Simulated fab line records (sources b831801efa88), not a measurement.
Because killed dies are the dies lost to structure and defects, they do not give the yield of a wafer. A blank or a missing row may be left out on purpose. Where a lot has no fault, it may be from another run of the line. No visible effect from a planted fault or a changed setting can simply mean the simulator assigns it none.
A lot that was struck, set against a sound lot :: flow sky130 :: 26 out of 708 route steps
Sound: these wafers, L552.2, L552.3, L552.4. Struck: wafer L541.2; the same lot's L541.1 was not struck, so it is left out; see the end for the cause.
Order at every step that has rows: each side's tool, ch and its chambers, its first start. Under that, the readings that differ: sound wafers :: struck wafers :: difference of the means :: sigmas: that difference in standard deviations of wafers without a fault.
alike: readings whose means differ by less than 2 such deviations, and words and numbers that are the same on both sides. not compared: withheld readings, readings that some wafer has no value for, bounds like >300 that may hide the same value, and numbers for which the record gives no deviation and whose values overlap.
Wherever a step has rows on one side only, a row that says differs or no value, or a row with sigmas, the two part there. Numbers that have no deviation but don't overlap get no sigmas and don't part them. A reading missing from all wafers of one side parts the sides only when that side holds two or more wafers.

first, 6 steps without rows for these wafers: SKY_SD_N_IMPLANT_10; SKY_SD_N_STRIP_11 (strips in O2/N2); SKY_SD_N_CLEAN_13 (cleans in SC1/SC2, time 150 s); SKY_SD_N_RTA_14 (time 2 s); SKY_SALICIDE_CLEAN_00 (cleans in HF-last, time 30 s); SKY_LI_CONTACT_HDPCVD_00 (deposits PSG, target thk 930 nm, time 155 s).
SKY_LI_CONTACT_CMP_02: polishes PSG.
  sound on cmp-01 ch 1,2,3, day 33 21:22; struck on cmp-01 ch 0, day 30 08:14
reading: timeToEndpointS (s)
sound: 32.4 31.2 31.7
struck: 41.8
difference: +10.0
sigmas: +4

reading: model.PSG_of_LI_CONTACT_HDPCVD_00.thkNm (nm)
sound: 599.2 598.4 599.6
struck: 499.5
difference: -99.6
sigmas: 
  alike: motorCurrentA
then, 9 steps without rows for these wafers: SKY_LI_CONTACT_DEHYDRATE_04 (time 60 s); SKY_LI_CONTACT_HMDS_05 (prime time 60 s); SKY_LI_CONTACT_COAT_06 (resist thk 60 nm); SKY_LI_CONTACT_COAT_07 (resist thk 450 nm); SKY_LI_CONTACT_SOFTBAKE_08 (time 90 s); SKY_LI_CONTACT_EXPOSE_09 (exposes mask LICM1, target cd 170 nm); SKY_LI_CONTACT_PEB_10; SKY_LI_CONTACT_DEVELOP_11 (develop time 60 s); SKY_LI_CONTACT_ETCH_14 (etches BARC in N2/H2, stops on SiO2, time 45.9 s, target depth 60 nm).
SKY_LI_CONTACT_ETCH_15: etches PSG in C4F8/O2/Ar, stops on Si, target depth 600 nm.
  sound on rieDiel-03 ch 0,2,3, day 35 00:49; struck on rieDiel-01 ch 3, day 31 11:32
reading: oesProductAu (a.u.)
sound: 0.839 0.838 0.836
struck: 0.767
difference: -0.071
sigmas: -16

reading: model.etch.depthNm (nm)
sound: 599.2 598.4 599.6
struck: 499.5
difference: -99.6
sigmas: 

reading: model.LI_CONTACT.featureDepthNm (nm)
sound: 599.2 598.4 599.6
struck: 499.5
difference: -99.6
sigmas: 
  alike: chamberPressureMTorr
then, 6 steps without rows for these wafers: SKY_LI_CONTACT_STRIP_16 (strips in O2/N2); SKY_LI_CONTACT_CLEAN_17 (cleans in NMP, time 600 s); SKY_LI_CONTACT_PRE_CLEAN_18 (time 5.6 s); SKY_LI_CONTACT_SPUTTER_19 (material Ti, target thk 20 nm, time 106.37 s); SKY_LI_CONTACT_SPUTTER_20 (material TiN, target thk 20 nm, time 80 s); SKY_LI_CONTACT_CVD_21 (deposits W, target thk 400 nm, time 120.56 s).
SKY_LI_CONTACT_CMP_24: polishes, stops on PSG, t overpolish 20 s, target thk 0 nm.
  sound on cmp-01 ch 0,1,3, day 35 01:43; struck on cmp-02 ch 1, day 31 12:24
reading: model.PSG_of_LI_CONTACT_HDPCVD_00.thkNm (nm)
sound: 589.8 588.9 590.2
struck: 490
difference: -100
sigmas: 
  alike: motorCurrentA
then, 1 step without rows for these wafers: SKY_LOCAL_INTERCONNECT_SPUTTER_00 (material TiN, target thk 100 nm, time 83.3 s).
-- here the record skips 16 days between the struck wafers' starts before and after, leaving off in module LOCAL_INTERCONNECT and picking up in module PAD_OPEN (first step shown: number 708 of the route) --
SKY_PAD_OPEN_PROBE_99:
  sound on prober-01, day 49 22:31; struck on prober-02, day 47 10:53
reading: killed_at_M4_up
sound: 2 7 6
struck: 1
difference: -4
sigmas: -2

reading: killedShort
sound: 29 55 35
struck: 21
difference: -19
sigmas: -3

reading: model.etest.liconPdiff.rcOhm
sound: 588.5 568.8 608.7
struck: 557.1
difference: -31.6
sigmas: 

reading: model.etest.capLiToPoly.cAfUm2
sound: 99.31 97.19 98.93
struck: 134.2
difference: +35.7
sigmas: 

reading: model.etest.liconNdiff.rcOhm
sound: 177.4 175.8 193.3
struck: 167.5
difference: -14.7
sigmas: 

reading: model.etest.sonosUncharged.rOnOhmUm
sound: 824.5 821.6 815.8
struck: 791.3
difference: -29.3
sigmas: 

reading: model.etest.liconPoly.rcOhm
sound: 148.8 154.6 159.5
struck: 140.3
difference: -14.0
sigmas: 

reading: model.etest.capLiToWell.cAfUm2
sound: 36.45 37.2 36.61
struck: 40.69
difference: +3.94
sigmas: 
  alike: killed_at_M0_to_M3, killedAtContacts, killedAtFrontEnd, killedAtOther, killedDies, killedOpen
  not compared: model.etest.liconHighPo.rcOhm

WHERE THEY PART
Earliest at SKY_LI_CONTACT_CMP_02; latest, in this record, at SKY_PAD_OPEN_PROBE_99.

WHY: what had been put in by the simulator
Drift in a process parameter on cmp-01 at SKY_LI_CONTACT_CMP_02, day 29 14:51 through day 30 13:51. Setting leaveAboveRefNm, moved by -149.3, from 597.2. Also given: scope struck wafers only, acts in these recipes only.
